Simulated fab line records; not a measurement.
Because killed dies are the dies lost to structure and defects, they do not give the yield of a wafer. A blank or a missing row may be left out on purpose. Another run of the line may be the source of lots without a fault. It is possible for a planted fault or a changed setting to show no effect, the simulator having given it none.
Problem report, 8D (eight disciplines) form, completed by code :: flow gf180mcu :: the parts of the form that need people (team, actions taken, sign-off) are left out

== 1. WHAT WENT WRONG ==
GF_V1_ETCH_17, oesProductAu: mean 0.811 a.u. on 2 wafers (1 lot); fault-free wafers 0.856 a.u., standard deviation 0.0047. Relative to the usual mean, that is a shift of -9.6 standard deviations.
The step: etches SiO2 in C4F8/O2/Ar, stops on TiN, target depth 630 nm.
The step gives no start for some of these wafers. The record has a number at this step for 15 wafers belonging to 5 lots. Rule for "out" (also "out of limits"): further than 4 standard deviations from the usual mean. Any other wafer with a number is counted as sound.

== 2. WHAT IT IS, WHAT IT ISN'T ==
question: which readings at this step
is: oesProductAu
is not: -

question: which lots
is: L158
is not: L168, L169, L170, L174

question: which wafers of those lots
is: L158.1, L158.3
is not: L158.2

question: read on which tools
is: rieDiel-02
is not: rieDiel-03, rieDiel-04

== 3. THE SUSPECTS, EACH WITH WHAT RULES IT OUT ==
Counting: if a tool at a process step up to the reading ran every lot that is out, it stays a suspect. Sound lots after the first of them don't rule it out here, since some wafers of a struck lot are sound.
- rieMetal-01 at GF_M1_METAL_ETCH_16 (etches the open film in Cl2/BCl3, stops on SiO2, target depth 750.8 nm, time 125.1 s): kept. It ran the lot that is out, L158 (day 19 12:59).
- pecvd-01 at GF_V1_CVD_02 (deposits SiO2 from TEOS, target thk 850 nm, time 94.851 s): kept. It ran the lot that is out, L158 (day 19 13:46).
- cmp-02 at GF_V1_CMP_04 (polishes SiO2): kept. It ran the lot that is out, L158 (day 19 13:57).
- rieDiel-02 at GF_V1_ETCH_17 (etches SiO2 in C4F8/O2/Ar, stops on TiN, target depth 630 nm): kept. It ran the lot that is out, L158 (day 20 15:38). Its own oesProductAu readings are out on those wafers. With no start given for some of its lots, GF_V1_ETCH_17 uses the hours and lot order of GF_V1_SPUTTER_21.
- Within pecvd-01 at GF_V1_CVD_02: the wafers that are out ran in chambers 1, 2; their sound lot-mates ran in chamber 0.
- Within cmp-02 at GF_V1_CMP_04: the wafers that are out ran in chambers 0, 1; their sound lot-mates ran in chamber 3.
- Within rieDiel-02 at GF_V1_ETCH_17: the wafers that are out ran in chambers 0, 1; their sound lot-mates ran in chamber 2.
Left after counting: rieMetal-01 at GF_M1_METAL_ETCH_16, pecvd-01 at GF_V1_CVD_02, cmp-02 at GF_V1_CMP_04, rieDiel-02 at GF_V1_ETCH_17.

== 4. THE CAUSE (what the simulator had put in) ==
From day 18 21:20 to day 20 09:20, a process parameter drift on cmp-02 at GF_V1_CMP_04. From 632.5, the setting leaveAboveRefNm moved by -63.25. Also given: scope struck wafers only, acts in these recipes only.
Of the 4 suspects that counting leaves, this tool is one.

== 5. THE EFFECT CHAIN, in route order ==
Each row: a reading whose mean over the struck wafers that have a number lies more than 3 standard deviations from the usual. Scope: only readings with a usual standard deviation given in the record; hours: median across lots of the time from each lot's start at the first step in this table that gives one to its start at this step; sigmas: change in usual standard deviations.
hours: 0
step: GF_V1_CMP_04
reading: timeToEndpointS
usual: 79 s
on struck wafers: 98
change: +19
sigmas: +3.2

hours: -
step: GF_V1_ETCH_17
reading: oesProductAu
usual: 0.856 a.u.
on struck wafers: 0.811
change: -0.045
sigmas: -9.6
The process steps in it:
- GF_V1_CMP_04: polishes SiO2.
- GF_V1_ETCH_17: etches SiO2 in C4F8/O2/Ar, stops on TiN, target depth 630 nm.
Later steps that measure or inspect, where all struck wafers having a row at the step show a number for every such reading and not one has moved that far: GF_V1_RS_MEAS_24, GF_V1_THK_MEAS_25.

== 6. WHAT WOULD HAVE CAUGHT IT SOONER ==
No tool reading at GF_V1_CMP_04 that has a usual standard deviation in the record was out on any struck wafer, so an alarm limit of 4 standard deviations on those readings would not have fired.
